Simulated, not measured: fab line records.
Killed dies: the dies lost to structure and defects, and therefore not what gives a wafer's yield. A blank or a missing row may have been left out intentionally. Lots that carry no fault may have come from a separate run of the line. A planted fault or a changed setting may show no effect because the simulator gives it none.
Which of the tools did it? + flow gf180mcu + 14 lots with 42 wafers sampled at 2 steps, on a route of 602 steps

WHAT EACH GAUGE READ, for each wafer
GF_VT_IMPLANT_TW_MEAS_43.
| lot  | measured     | on           | VT_IMPLANT_4_TW |
|------|--------------|--------------|-----------------|
| L883 | day 7 13:41  | filmMetro-03 | 676 682 681     |
| L884 | day 7 19:53  | filmMetro-04 | 693 696 698     |
| L885 | day 8 01:28  | filmMetro-04 | 697 696 698     |
| L888 | day 8 22:55  | filmMetro-04 | 696 695 697     |
| L891 | day 9 17:43  | filmMetro-03 | 681 684 681     |
| L892 | day 10 03:20 | filmMetro-03 | 678 682 677     |
| L893 | day 10 08:01 | filmMetro-04 | 697 699 700     |
| L894 | day 10 16:05 | filmMetro-03 | 683 683 678     |
| L896 | day 11 03:32 | filmMetro-01 | 684 688 687     |
| L899 | day 11 23:53 | filmMetro-01 | 687 684 680     |
| L900 | day 12 06:22 | filmMetro-01 | 689 690 688     |
| L902 | day 12 21:46 | filmMetro-01 | 687 686 685     |
| L903 | day 13 05:19 | filmMetro-03 | 684 686 684     |
| L906 | day 14 06:01 | filmMetro-01 | 686 682 685     |

GF_POLY_GATE_OVL_MEAS_11.
| lot  | measured     | on         | POLY_GATE_OVL (nm) |
|------|--------------|------------|--------------------|
| L883 | day 9 04:07  | overlay-02 | -13 -10 -8         |
| L884 | day 9 11:52  | overlay-01 | -7 -4 -14          |
| L885 | day 9 20:03  | overlay-02 | 0 5 4              |
| L888 | day 10 18:43 | overlay-01 | 2 1 -5             |
| L891 | day 11 11:21 | overlay-01 | -2 -1 3            |
| L892 | day 11 21:19 | overlay-02 | -12 -6 -6          |
| L893 | day 12 06:07 | overlay-02 | 2 3 2              |
| L894 | day 12 15:19 | overlay-01 | 1 -1 -4            |
| L896 | day 13 01:49 | overlay-02 | -4 -9 -2           |
| L899 | day 13 21:10 | overlay-01 | 3 0 -3             |
| L900 | day 14 04:37 | overlay-01 | -3 -6 -2           |
| L902 | day 14 20:45 | overlay-02 | 0 0 -6             |
| L903 | day 15 06:00 | overlay-02 | 5 11 -3            |
| L906 | day 16 06:48 | overlay-01 | -1 -5 -4           |

TOOL THAT RAN EACH LOT (tool first, then ch and the chambers of the sampled wafers, then the start)
No process step before these readings appears in the record.

WHAT THE TOOLS THEMSELVES READ (means of the sampled wafers that have a number; where no wafer has one, the mark that the record gives instead)
The record holds no such reading with a usual standard deviation.

THE ANSWER, worked out from the rows above alone
Rule: the lots themselves supply what counts as usual. The widest of any qualifying gaps counts: lots, ordered by their means at a reading, are off when they make up no more than a third of the lots, leave a main group of 4 or more, and stand apart from it by 3 or more times the standard deviation of that group's means. A main group whose means are all the same, to the digits that the tables above print for the reading, isn't used. Also off: a lot with no number at a reading for which 4 or more lots have one. Where the step has rows for the other lots, those lots are counted as sound. Order of review: gauges by route order, followed by the tools' own readings, for which a lot's mean as printed above is used. At the first step where some lot is off, the reading lying furthest off is the one used; lots without a number count as furthest.
No lot is off at any reading shown: from this, nothing can be told.

WHAT THE SIMULATOR HAD INSERTED
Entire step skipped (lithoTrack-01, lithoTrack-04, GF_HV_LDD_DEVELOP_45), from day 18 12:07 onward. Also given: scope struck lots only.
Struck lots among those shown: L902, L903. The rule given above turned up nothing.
